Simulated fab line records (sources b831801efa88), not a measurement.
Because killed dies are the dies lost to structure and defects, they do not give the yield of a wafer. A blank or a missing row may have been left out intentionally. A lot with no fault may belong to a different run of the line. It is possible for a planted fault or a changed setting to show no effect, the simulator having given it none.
fab line records -- flow gf180mcu -- part 1 of 2: steps 1 to 23 of 32
record lots=5, wafers=15, last-day=33
route steps=602 shown V2@384 M3@409
lots that met no fault: taken from a fault-free run of the same line
start-h: start of the lot's first displayed wafer, in hours after the record's first day -- wait-h: hours from the lot's prior step to this one -- " unchanged from the row above -- L1.1+2: a row that stands for several wafers -- - no value present, or no start provided -- * or withheld: withheld -- < > ~ a bound
route shown NAME@n: names a module that has steps shown in the file, with the first one's number in the route -- usual: mean/standard deviation taken from wafers without a fault -- same: alike in all rows -- chamber/n: place in a boat -- sites: each site's reading -- _std_site: the standard deviation of these -- _edge_site: the outer-site mean with the inner-site mean subtracted -- radius-mm: how far each site lies from the wafer's centre -- mask NAME#n: copy n -- behind: the tool/chamber that last shaped the wafer -- hold: what put the lot on hold/how long, in hours/how the hold closed -- device: names the non-switching transistor (n, p or np) -- end of line: tests of these same wafers at the route's end -- for a step that has no rows: nothing shown but its recipe -- killed: not the wafer's yield, but the dies lost to structure and defects at the first sort -- map: a wafer's dies, marking killed ones x, the rest . and places with no die _
set.NAME: the setting that was run; set.NAME@STEP: the one run at that earlier step -- model.NAME: the simulator's own value behind a step, which no gauge read
lots at some steps of the route; a table a step, a row a wafer
services: when a tool's chamber went out of use (start-h, in hours from the record's first day, below 0 if earlier), for how many hours, and the reason
## steps
# step GF_V2_CVD_02
# recipe material=SiO2, target-thk-nm=850, precursor=TEOS, temp-c=400, time-s=94.851, rf-w=581.3
# usual heater-power-w=697/87, rf-fwd-power-W=577.4/2.1
lot.wafer,tool,chamber,start-h,wait-h,heater-power-w,rf-fwd-power-W
L074.3,pecvd-02,0,440.41,0.0,760,582.2
L074.4,pecvd-02,1,440.41,0.0,657,576.9
L074.6,pecvd-02,2,440.41,0.0,659,577.3
L075.2,pecvd-02,2,449.07,0.0,755,574.0
L075.3,pecvd-02,2,449.07,0.0,816,575.4
L075.6,pecvd-02,2,449.07,0.0,685,575.4
L077.2,pecvd-01,1,466.01,0.0,584,577.6
L077.4,pecvd-01,1,466.01,0.0,628,577.3
L077.5,pecvd-01,2,466.01,0.0,686,577.8
L081.1,pecvd-02,1,509.37,0.1,587,581.8
L081.2,pecvd-02,0,509.37,0.1,826,578.5
L081.4,pecvd-02,1,509.37,0.1,626,580.9
L093.3,pecvd-04,0,597.24,0.0,747,575.5
L093.4,pecvd-04,2,597.24,0.0,689,579.0
L093.6,pecvd-04,1,597.24,0.0,504,576.6
# step GF_V2_THK_MEAS_03
# recipe reads=SiO2_of_V2_CVD_02
# usual V2_CVD_02_THK=843/12
lot.wafer,tool,chamber,start-h,wait-h,V2_CVD_02_THK[nm]
L074.3,film-metro-02,-,440.50,0.1,833
L074.4,film-metro-02,-,440.50,0.1,851
L074.6,film-metro-02,-,440.50,0.1,845
L075.2,film-metro-01,-,449.19,0.1,822
L075.3,film-metro-01,-,449.19,0.1,835
L075.6,film-metro-01,-,449.19,0.1,837
L077.2,film-metro-01,-,466.09,0.0,851
L077.4,film-metro-01,-,466.09,0.0,862
L077.5,film-metro-01,-,466.09,0.0,843
L081.1,film-metro-02,-,509.44,0.0,844
L081.2,film-metro-02,-,509.44,0.0,845
L081.4,film-metro-02,-,509.44,0.0,859
L093.3,film-metro-04,-,597.33,0.1,831
L093.4,film-metro-04,-,597.33,0.1,837
L093.6,film-metro-04,-,597.33,0.1,831
# step GF_V2_CMP_04
# recipe material=SiO2, down-force-psi=4, platen-rpm=60, pad-velocity-m-s=0.94248
# usual motor-current-A=11.7/0.94, time-to-endpoint-s=79/5.7
lot.wafer,tool,chamber,start-h,wait-h,motor-current-A,time-to-endpoint-s
L074.4,cmp-01,0,440.59,0.1,10.6,77
L074.3,cmp-01,1,440.59,0.1,12.8,76
L074.6,cmp-01,0,440.59,0.1,11.0,75
L075.2,cmp-02,0,449.29,0.1,13.6,77
L075.3,cmp-02,1,449.29,0.1,10.1,76
L075.6,cmp-02,3,449.29,0.1,11.8,76
L077.4,cmp-02,3,466.22,0.1,12.1,84
L077.2,cmp-02,1,466.22,0.1,10.5,84
L077.5,cmp-02,0,466.22,0.1,12.7,84
L081.4,cmp-01,2,509.50,0.0,11.4,87
L081.1,cmp-01,0,509.50,0.0,10.2,73
L081.2,cmp-01,1,509.50,0.0,12.4,82
L093.3,cmp-02,0,597.42,0.1,13.1,76
L093.4,cmp-02,2,597.42,0.1,11.9,77
L093.6,cmp-02,3,597.42,0.1,12.2,66
# step GF_V2_BOW_MEAS_05
# recipe mode=bow
# usual V2_BOW=100/8.2
lot.wafer,tool,chamber,start-h,wait-h,V2_BOW[um]
L074.3,film-metro-04,-,440.88,0.2,106
L074.4,film-metro-04,-,440.88,0.2,92
L074.6,film-metro-04,-,440.88,0.2,104
L075.2,film-metro-01,-,449.56,0.2,99
L075.3,film-metro-01,-,449.56,0.2,102
L075.6,film-metro-01,-,449.56,0.2,99
L077.2,film-metro-04,-,466.54,0.2,94
L077.4,film-metro-04,-,466.54,0.2,97
L077.5,film-metro-04,-,466.54,0.2,97
L081.1,film-metro-02,-,509.80,0.1,81
L081.2,film-metro-02,-,509.80,0.1,93
L081.4,film-metro-02,-,509.80,0.1,90
L093.3,film-metro-01,-,597.71,0.2,100
L093.4,film-metro-01,-,597.71,0.2,96
L093.6,film-metro-01,-,597.71,0.2,105
# step GF_V2_DEHYDRATE_06
# recipe temp-c=200, time-s=60
# usual exhaust-pa=45.3/0.84, heater-power-total-W=160.37/0.13, resist-line-temp-C=23.03/0.098
lot.wafer,tool,chamber,start-h,wait-h,exhaust-pa,heater-power-total-W,resist-line-temp-C
L074.3,litho-track-01,0,452.60,11.7,46.2,160.36,23.03
L074.4,litho-track-01,0,452.60,11.7,46.1,160.29,22.88
L074.6,litho-track-01,0,452.60,11.7,46.2,160.40,22.97
L075.2,litho-track-03,0,460.78,11.2,44.8,160.55,22.98
L075.3,litho-track-03,0,460.78,11.2,46.0,160.28,22.92
L075.6,litho-track-03,0,460.78,11.2,45.4,160.10,23.06
L077.2,litho-track-01,0,478.67,12.1,44.6,160.17,23.07
L077.4,litho-track-01,0,478.67,12.1,45.2,160.35,22.90
L077.5,litho-track-01,0,478.67,12.1,45.6,160.60,23.24
L081.1,litho-track-03,0,520.91,11.1,44.9,160.51,23.05
L081.2,litho-track-03,0,520.91,11.1,44.6,160.12,22.98
L081.4,litho-track-03,0,520.91,11.1,44.5,160.46,22.97
L093.3,litho-track-03,0,607.71,10.0,44.2,160.27,22.91
L093.4,litho-track-03,0,607.71,10.0,44.7,160.21,23.06
L093.6,litho-track-03,0,607.71,10.0,44.7,160.63,22.99
# step GF_V2_HMDS_07
# recipe prime-time-s=60, prime-temp-c=120
# usual exhaust-pa=45.1/0.92, resist-line-temp-C=22.98/0.1
# same prime-time-s=60
lot.wafer,tool,chamber,start-h,wait-h,exhaust-pa,resist-line-temp-C
L074.3,litho-track-01,0,452.75,0.1,45.6,23.02
L074.4,litho-track-01,0,452.75,0.1,46.2,23.01
L074.6,litho-track-01,0,452.75,0.1,46.0,23.12
L075.2,litho-track-03,0,460.93,0.1,44.3,23.04
L075.3,litho-track-03,0,460.93,0.1,43.9,23.04
L075.6,litho-track-03,0,460.93,0.1,43.8,22.98
L077.2,litho-track-01,0,478.82,0.1,44.9,23.05
L077.4,litho-track-01,0,478.82,0.1,44.9,23.13
L077.5,litho-track-01,0,478.82,0.1,46.4,22.95
L081.1,litho-track-03,0,521.06,0.1,45.3,22.98
L081.2,litho-track-03,0,521.06,0.1,45.1,22.96
L081.4,litho-track-03,0,521.06,0.1,44.5,22.99
L093.3,litho-track-03,0,607.86,0.1,45.4,22.93
L093.4,litho-track-03,0,607.86,0.1,45.2,22.97
L093.6,litho-track-03,0,607.86,0.1,45.5,22.94
# step GF_V2_COAT_08
# recipe resist=BARC, temp-c=withheld, time-s=withheld, spin-rpm=withheld, resist-thk-nm=withheld
# usual exhaust-pa=45.0/0.84, resist-line-temp-C=*
lot.wafer,tool,chamber,start-h,wait-h,exhaust-pa,resist-line-temp-C
L074.3,litho-track-01,0,452.90,0.1,45.3,*
L074.4,litho-track-01,0,452.90,0.1,44.7,*
L074.6,litho-track-01,0,452.90,0.1,46.1,*
L075.2,litho-track-03,0,461.08,0.1,44.6,*
L075.3,litho-track-03,0,461.08,0.1,44.5,*
L075.6,litho-track-03,0,461.08,0.1,45.5,*
L077.2,litho-track-01,0,478.97,0.1,44.2,*
L077.4,litho-track-01,0,478.97,0.1,44.6,*
L077.5,litho-track-01,0,478.97,0.1,45.5,*
L081.1,litho-track-03,0,521.21,0.1,45.8,*
L081.2,litho-track-03,0,521.21,0.1,45.2,*
L081.4,litho-track-03,0,521.21,0.1,45.6,*
L093.3,litho-track-03,0,608.01,0.1,46.2,*
L093.4,litho-track-03,0,608.01,0.1,46.1,*
L093.6,litho-track-03,0,608.01,0.1,46.7,*
# step GF_V2_COAT_09
# recipe resist=KrF, spin-rpm=withheld, resist-thk-nm=1000
# usual exhaust-pa=44.9/0.79, resist-line-temp-C=23.01/0.1
lot.wafer,tool,chamber,start-h,wait-h,exhaust-pa,resist-line-temp-C
L074.3,litho-track-01,0,-,-,44.3,23.04
L074.4,litho-track-01,0,-,-,44.7,23.03
L074.6,litho-track-01,0,-,-,46.1,23.04
L075.2,litho-track-03,0,-,-,43.6,23.03
L075.3,litho-track-03,0,-,-,43.6,22.81
L075.6,litho-track-03,0,-,-,44.6,22.85
L077.2,litho-track-01,0,-,-,44.3,23.01
L077.4,litho-track-01,0,-,-,44.0,23.11
L077.5,litho-track-01,0,-,-,43.7,22.96
L081.1,litho-track-03,0,-,-,45.4,22.97
L081.2,litho-track-03,0,-,-,46.1,22.92
L081.4,litho-track-03,0,-,-,43.9,22.95
L093.3,litho-track-03,0,-,-,45.1,22.82
L093.4,litho-track-03,0,-,-,44.5,22.96
L093.6,litho-track-03,0,-,-,45.0,22.94
# step GF_V2_SOFTBAKE_10
# recipe temp-c=130, time-s=60, resist=KrF
# usual exhaust-pa=44.8/0.9, heater-power-total-W=93.06/0.055, resist-line-temp-C=22.99/0.1
lot.wafer,tool,chamber,start-h,wait-h,exhaust-pa,heater-power-total-W,resist-line-temp-C
L074.3,litho-track-01,0,-,-,43.2,93.20,23.05
L074.4,litho-track-01,0,-,-,43.4,93.00,23.14
L074.6,litho-track-01,0,-,-,44.3,93.09,23.09
L075.2,litho-track-03,0,-,-,43.9,93.05,22.99
L075.3,litho-track-03,0,-,-,45.0,93.17,22.95
L075.6,litho-track-03,0,-,-,45.2,93.05,22.96
L077.2,litho-track-01,0,-,-,46.2,93.13,22.99
L077.4,litho-track-01,0,-,-,43.9,92.96,23.01
L077.5,litho-track-01,0,-,-,43.9,92.97,23.04
L081.1,litho-track-03,0,-,-,44.0,93.11,22.89
L081.2,litho-track-03,0,-,-,45.3,93.13,22.92
L081.4,litho-track-03,0,-,-,45.2,93.09,22.91
L093.3,litho-track-03,0,-,-,44.4,93.10,23.00
L093.4,litho-track-03,0,-,-,44.6,93.01,22.96
L093.6,litho-track-03,0,-,-,44.6,93.07,23.06
# step GF_V2_EXPOSE_11
# recipe mask-id=Via2, target-cd-nm=260, na=0.68, source-shape=conventional, sigma-outer=0.6, dose-mj=38
# usual exposure-dose-mJ-cm2=37.96/0.038
lot.wafer,tool,chamber,start-h,wait-h,mask,exposure-dose-mJ-cm2
L074.3,krf-scanner-01,0,-,-,Via2#0,37.92
L074.4,krf-scanner-01,0,-,-,Via2#0,37.90
L074.6,krf-scanner-01,0,-,-,Via2#0,37.93
L075.2,krf-scanner-01,0,-,-,Via2#0,37.96
L075.3,krf-scanner-01,0,-,-,Via2#0,37.93
L075.6,krf-scanner-01,0,-,-,Via2#0,37.97
L077.2,krf-scanner-02,0,-,-,Via2#0,37.90
L077.4,krf-scanner-02,0,-,-,Via2#0,37.96
L077.5,krf-scanner-02,0,-,-,Via2#0,37.98
L081.1,krf-scanner-01,0,-,-,Via2#0,37.97
L081.2,krf-scanner-01,0,-,-,Via2#0,37.96
L081.4,krf-scanner-01,0,-,-,Via2#0,37.98
L093.3,krf-scanner-02,0,-,-,Via2#0,37.94
L093.4,krf-scanner-02,0,-,-,Via2#0,37.95
L093.6,krf-scanner-02,0,-,-,Via2#0,37.97
# step GF_V2_PEB_12
# recipe peb-temp-c=135, peb-time-s=90, resist=KrF
# usual exhaust-pa=45.2/0.91, heater-power-total-W=85.70/0.082, resist-line-temp-C=22.99/0.099
# same peb-time-s=90
lot.wafer,tool,chamber,start-h,wait-h,exhaust-pa,heater-power-total-W,resist-line-temp-C
L074.3,litho-track-03,0,-,-,44.3,85.80,22.99
L074.4,litho-track-03,0,-,-,45.2,85.80,23.02
L074.6,litho-track-03,0,-,-,45.5,85.64,22.97
L075.2,litho-track-03,0,-,-,46.3,85.69,22.95
L075.3,litho-track-03,0,-,-,45.4,85.75,22.93
L075.6,litho-track-03,0,-,-,47.4,85.74,22.90
L077.2,litho-track-02,0,-,-,45.5,85.65,22.97
L077.4,litho-track-02,0,-,-,46.2,85.79,22.86
L077.5,litho-track-02,0,-,-,46.0,85.77,22.88
L081.1,litho-track-01,0,-,-,44.2,85.82,23.12
L081.2,litho-track-01,0,-,-,46.0,85.78,23.02
L081.4,litho-track-01,0,-,-,44.3,85.73,22.98
L093.3,litho-track-01,0,-,-,44.2,85.73,22.85
L093.4,litho-track-01,0,-,-,45.8,85.56,22.97
L093.6,litho-track-01,0,-,-,44.5,85.90,23.10
# step GF_V2_DEVELOP_13
# recipe develop-time-s=60, resist=KrF, dev-temp-c=21
# usual exhaust-pa=44.8/0.89, resist-line-temp-C=23.01/0.099
lot.wafer,tool,chamber,start-h,wait-h,exhaust-pa,resist-line-temp-C
L074.3,litho-track-03,0,464.61,0.1,43.2,22.89
L074.4,litho-track-03,0,464.61,0.1,43.5,22.94
L074.6,litho-track-03,0,464.61,0.1,42.4,23.02
L075.2,litho-track-03,0,473.18,0.2,44.4,23.05
L075.3,litho-track-03,0,473.18,0.2,44.2,23.11
L075.6,litho-track-03,0,473.18,0.2,44.5,23.07
L077.2,litho-track-02,0,490.97,0.2,44.3,22.98
L077.4,litho-track-02,0,490.97,0.2,45.7,23.15
L077.5,litho-track-02,0,490.97,0.2,44.3,22.90
L081.1,litho-track-01,0,532.95,0.2,45.5,23.00
L081.2,litho-track-01,0,532.95,0.2,45.5,23.04
L081.4,litho-track-01,0,532.95,0.2,47.3,23.07
L093.3,litho-track-01,0,618.20,0.1,44.5,23.07
L093.4,litho-track-01,0,618.20,0.1,46.9,23.01
L093.6,litho-track-01,0,618.20,0.1,45.5,23.09
# step GF_V2_CD_MEAS_14
# recipe target-cd-nm=260
# usual cd-nm=259.9/1.2
lot.wafer,tool,chamber,start-h,wait-h,cd-nm
L074.3,cd-sem-02,-,464.75,0.1,260.6
L074.4,cd-sem-02,-,464.75,0.1,258.1
L074.6,cd-sem-02,-,464.75,0.1,260.7
L075.2,cd-sem-01,-,473.33,0.1,259.8
L075.3,cd-sem-01,-,473.33,0.1,259.5
L075.6,cd-sem-01,-,473.33,0.1,259.2
L077.2,cd-sem-01,-,491.12,0.1,259.0
L077.4,cd-sem-01,-,491.12,0.1,258.5
L077.5,cd-sem-01,-,491.12,0.1,257.5
L081.1,cd-sem-01,-,533.10,0.1,260.6
L081.2,cd-sem-01,-,533.10,0.1,261.7
L081.4,cd-sem-01,-,533.10,0.1,261.4
L093.3,cd-sem-02,-,618.34,0.1,260.3
L093.4,cd-sem-02,-,618.34,0.1,259.8
L093.6,cd-sem-02,-,618.34,0.1,260.2
# step GF_V2_OVL_MEAS_15
# usual V2_OVL=0/5.2
lot.wafer,tool,chamber,start-h,wait-h,V2_OVL[nm]
L074.3,overlay-01,-,464.84,0.1,-3
L074.4,overlay-01,-,464.84,0.1,1
L074.6,overlay-01,-,464.84,0.1,-6
L075.2,overlay-01,-,473.43,0.1,2
L075.3,overlay-01,-,473.43,0.1,-2
L075.6,overlay-01,-,473.43,0.1,-3
L077.2,overlay-01,-,491.22,0.1,-5
L077.4,overlay-01,-,491.22,0.1,2
L077.5,overlay-01,-,491.22,0.1,8
L081.1,overlay-01,-,533.22,0.1,-3
L081.2,overlay-01,-,533.22,0.1,6
L081.4,overlay-01,-,533.22,0.1,2
L093.3,overlay-01,-,618.43,0.1,-8
L093.4,overlay-01,-,618.43,0.1,-5
L093.6,overlay-01,-,618.43,0.1,-2
# step GF_V2_ETCH_16
# recipe chemistry=N2/H2, target-depth-a=withheld, overetch-a=withheld, time-s=withheld, target=BARC, ion-energy-ev=200, source-w=500, bias-w=100, pressure-mtorr=30, n2-flow-sccm=100, h2-flow-sccm=200
# usual drypump-motor-current-A=5.9/0.4, oes-product-au=0.855/0.0046, rf-fwd-power-W=495.0/2.2, throttle-valve-pct=13.224/0.0096
lot.wafer,tool,chamber,start-h,wait-h,drypump-motor-current-A,oes-product-au,rf-fwd-power-W,throttle-valve-pct
L074.3,rie-diel-04,3,464.86,0.0,5.8,0.858,498.7,13.218
L074.4,rie-diel-04,1,464.86,0.0,5.6,0.862,493.5,13.203
L074.6,rie-diel-04,0,464.86,0.0,5.7,0.857,493.9,13.231
L075.2,rie-diel-03,1,473.46,0.0,6.2,0.858,496.5,13.237
L075.3,rie-diel-03,2,473.46,0.0,6.4,0.858,492.6,13.220
L075.6,rie-diel-03,1,473.46,0.0,6.2,0.855,496.4,13.224
L077.2,rie-diel-04,3,491.25,0.0,5.8,0.860,496.6,13.229
L077.4,rie-diel-04,1,491.25,0.0,5.6,0.857,494.4,13.231
L077.5,rie-diel-04,0,491.25,0.0,5.6,0.854,493.8,13.234
L081.1,rie-diel-04,1,533.25,0.0,5.6,0.856,493.3,13.235
L081.2,rie-diel-04,3,533.25,0.0,5.7,0.844,497.3,13.216
L081.4,rie-diel-04,2,533.25,0.0,5.3,0.865,494.8,13.221
L093.3,rie-diel-03,2,618.45,0.0,6.4,0.851,492.3,13.208
L093.4,rie-diel-03,1,618.45,0.0,6.3,0.852,500.3,13.226
L093.6,rie-diel-03,2,618.45,0.0,6.4,0.855,491.8,13.212
# step GF_V2_ETCH_17
# recipe chemistry=C4F8/O2/Ar, mask-material=KrF, target=SiO2, stop-on=TiN, source-w=1500, bias-w=1200, pressure-mtorr=40, c4f8-flow-sccm=withheld, O2_flow_sccm=6, Ar_flow_sccm=300, time-s=withheld, target-depth-a=6300
# usual oes-product-au=0.856/0.0042, rf-fwd-power-W=1492/4.6
lot.wafer,tool,chamber,start-h,wait-h,oes-product-au,rf-fwd-power-W
L074.3,rie-diel-04,3,-,-,0.856,1499
L074.4,rie-diel-04,1,-,-,0.856,1490
L074.6,rie-diel-04,0,-,-,0.859,1494
L075.2,rie-diel-03,1,-,-,0.862,1500
L075.3,rie-diel-03,2,-,-,0.852,1490
L075.6,rie-diel-03,1,-,-,0.851,1499
L077.2,rie-diel-04,3,-,-,0.854,1497
L077.4,rie-diel-04,1,-,-,0.853,1490
L077.5,rie-diel-04,0,-,-,0.862,1495
L081.1,rie-diel-04,1,-,-,0.855,1482
L081.2,rie-diel-04,3,-,-,0.856,1491
L081.4,rie-diel-04,2,-,-,0.852,1492
L093.3,rie-diel-03,2,-,-,0.860,1491
L093.4,rie-diel-03,1,-,-,0.854,1490
L093.6,rie-diel-03,2,-,-,0.858,1494
# step GF_V2_STRIP_18
# recipe chemistry=O2/N2, power-w=1400, pressure-mtorr=1500, platen-temp-c=250, o2-flow-sccm=3000, n2-flow-sccm=300, overash-fraction=0.5
# usual drypump-motor-current-A=5.9/0.4, heater-power-w=316/13, oes-product-au=0.594/0.0054
lot.wafer,tool,chamber,start-h,wait-h,drypump-motor-current-A,heater-power-w,oes-product-au,rf-hours-counter-h
L074.3,plasma-asher-02,0,465.02,-,5.7,301,0.593,-
L074.4,plasma-asher-02,1,465.02,-,6.2,336,0.588,-
L074.6,plasma-asher-02,1,465.02,-,6.2,335,0.590,-
L075.2,plasma-asher-03,1,473.59,-,5.1,295,0.590,4
L075.3,plasma-asher-03,0,473.59,-,5.9,325,0.593,-
L075.6,plasma-asher-03,1,473.59,-,5.1,294,0.589,-
L077.2,plasma-asher-02,0,491.38,-,5.7,316,0.591,66
L077.4,plasma-asher-02,1,491.38,-,6.2,333,0.598,-
L077.5,plasma-asher-02,1,491.38,-,6.2,329,0.592,-
L081.1,plasma-asher-04,1,533.38,-,6.2,311,0.594,89
L081.2,plasma-asher-04,0,533.38,-,6.3,330,0.599,89
L081.4,plasma-asher-04,0,533.38,-,6.3,329,0.589,-
L093.3,plasma-asher-02,0,618.61,-,5.7,297,0.593,-
L093.4,plasma-asher-02,1,618.61,-,6.2,324,0.591,-
L093.6,plasma-asher-02,1,618.61,-,6.2,331,0.596,-
# step GF_V2_STRIP_19
# recipe chemistry=post-etch-residue-remover, time-s=1200, temp-c=72.5
# usual bath-heat-duty-pct=14.8/1.7
lot.wafer,tool,chamber,start-h,wait-h,bath-heat-duty-pct
L074.3,wet-bench-02,2,465.09,0.0,17.5
L074.4,wet-bench-02,2,465.09,0.0,15.9
L074.6,wet-bench-02,2,465.09,0.0,16.7
L075.2,wet-bench-02,1,473.69,0.1,16.3
L075.3,wet-bench-02,1,473.69,0.1,16.6
L075.6,wet-bench-02,1,473.69,0.1,15.9
L077.2,wet-bench-03,0,491.48,0.1,12.5
L077.4,wet-bench-03,0,491.48,0.1,12.6
L077.5,wet-bench-03,0,491.48,0.1,11.3
L081.1,wet-bench-03,3,533.48,0.1,13.6
L081.2,wet-bench-03,3,533.48,0.1,14.5
L081.4,wet-bench-03,3,533.48,0.1,14.7
L093.3,wet-bench-02,2,618.68,0.0,14.6
L093.4,wet-bench-02,2,618.68,0.0,15.7
L093.6,wet-bench-02,2,618.68,0.0,16.0
# step GF_V2_CLEAN_20
# recipe chemistry=DIW, dry=n2-spin
lot.wafer,tool,chamber,start-h,wait-h
L074.3+4+6,wet-bench-01,2,465.43,0.0
L075.2+3+6,wet-bench-01,3,474.37,0.0
L077.2+4+5,wet-bench-02,0,491.82,0.0
L081.1+2+4,wet-bench-01,0,533.85,0.0
L093.3+4+6,wet-bench-01,2,619.02,0.0
# step GF_V2_SPUTTER_21
# recipe material=Ti, target-thk-nm=15, chamber-pressure-pa=5, power-w=2500, substrate-temp-c=200, time-s=80.02
# usual substrate-temp-c=200.00/0.15, throttle-valve-pct=29.7/0.71
lot.wafer,tool,chamber,start-h,wait-h,substrate-temp-c,throttle-valve-pct
L074.3,pvd-sputter-03,-,465.52,0.0,199.69,30.2
L074.4,pvd-sputter-03,-,465.52,0.0,199.80,31.2
L074.6,pvd-sputter-03,-,465.52,0.0,200.04,30.5
L075.2,pvd-sputter-03,-,474.47,0.0,200.04,29.3
L075.3,pvd-sputter-03,-,474.47,0.0,199.93,31.4
L075.6,pvd-sputter-03,-,474.47,0.0,199.81,30.1
L077.2,pvd-sputter-02,-,491.91,0.0,200.04,30.0
L077.4,pvd-sputter-02,-,491.91,0.0,199.95,29.6
L077.5,pvd-sputter-02,-,491.91,0.0,199.85,29.2
L081.1,pvd-sputter-01,-,533.95,0.0,199.84,29.2
L081.2,pvd-sputter-01,-,533.95,0.0,200.08,29.3
L081.4,pvd-sputter-01,-,533.95,0.0,200.09,30.0
L093.3,pvd-sputter-02,-,619.12,0.0,200.29,29.8
L093.4,pvd-sputter-02,-,619.12,0.0,200.12,29.9
L093.6,pvd-sputter-02,-,619.12,0.0,199.96,29.9
# step GF_V2_SPUTTER_22
# recipe material=TiN, target-thk-nm=10, chamber-pressure-pa=5, power-w=4000, time-s=40
# usual throttle-valve-pct=29.7/0.68
lot.wafer,tool,chamber,start-h,wait-h,throttle-valve-pct
L074.3,pvd-sputter-03,-,465.59,0.0,30.4
L074.4,pvd-sputter-03,-,465.59,0.0,31.2
L074.6,pvd-sputter-03,-,465.59,0.0,29.9
L075.2,pvd-sputter-03,-,474.53,0.0,29.2
L075.3,pvd-sputter-03,-,474.53,0.0,31.4
L075.6,pvd-sputter-03,-,474.53,0.0,30.2
L077.2,pvd-sputter-02,-,491.98,0.0,30.0
L077.4,pvd-sputter-02,-,491.98,0.0,29.4
L077.5,pvd-sputter-02,-,491.98,0.0,29.3
L081.1,pvd-sputter-01,-,534.02,0.0,29.2
L081.2,pvd-sputter-01,-,534.02,0.0,29.2
L081.4,pvd-sputter-01,-,534.02,0.0,30.6
L093.3,pvd-sputter-02,-,619.18,0.0,29.5
L093.4,pvd-sputter-02,-,619.18,0.0,30.1
L093.6,pvd-sputter-02,-,619.18,0.0,29.9
# step GF_V2_CVD_23
# recipe material=W, target-thk-nm=350, time-s=104.94, temp-c=400, pressure-torr=40
# usual heater-power-w=836/90
lot.wafer,tool,chamber,start-h,wait-h,heater-power-w
L074.3,cvd-w-01,0,465.66,0.1,918
L074.4,cvd-w-01,1,465.66,0.1,692
L074.6,cvd-w-01,1,465.66,0.1,712
L075.2,cvd-w-01,1,474.57,0.0,714
L075.3,cvd-w-01,1,474.57,0.0,710
L075.6,cvd-w-01,0,474.57,0.0,899
L077.2,cvd-w-01,0,492.01,0.0,905
L077.4,cvd-w-01,1,492.01,0.0,709
L077.5,cvd-w-01,0,492.01,0.0,902
L081.1,cvd-w-01,1,534.05,0.0,718
L081.2,cvd-w-01,0,534.05,0.0,917
L081.4,cvd-w-01,1,534.05,0.0,720
L093.3,cvd-w-01,0,619.30,0.1,944
L093.4,cvd-w-01,0,619.30,0.1,928
L093.6,cvd-w-01,0,619.30,0.1,909
# step GF_V2_RS_MEAS_24
# recipe thk-meas-gauge=four-point-probe, reads=W_of_V2_CVD_23+TiN_of_V2_SPUTTER_22+Ti_of_V2_SPUTTER_21
# usual V2_W_RS=0.329/0.0046
lot.wafer,tool,chamber,start-h,wait-h,V2_W_RS[ohm/sq]
L074.3,film-metro-01,-,465.78,0.1,0.327
L074.4,film-metro-01,-,465.78,0.1,0.326
L074.6,film-metro-01,-,465.78,0.1,0.326
L075.2,film-metro-01,-,474.70,0.1,0.329
L075.3,film-metro-01,-,474.70,0.1,0.332
L075.6,film-metro-01,-,474.70,0.1,0.333
L077.2,film-metro-04,-,492.15,0.1,0.336
L077.4,film-metro-04,-,492.15,0.1,0.333
L077.5,film-metro-04,-,492.15,0.1,0.338
L081.1,film-metro-02,-,534.17,0.1,0.329
L081.2,film-metro-02,-,534.17,0.1,0.329
L081.4,film-metro-02,-,534.17,0.1,0.328
L093.3,film-metro-04,-,619.49,0.2,0.334
L093.4,film-metro-04,-,619.49,0.2,0.328
L093.6,film-metro-04,-,619.49,0.2,0.332
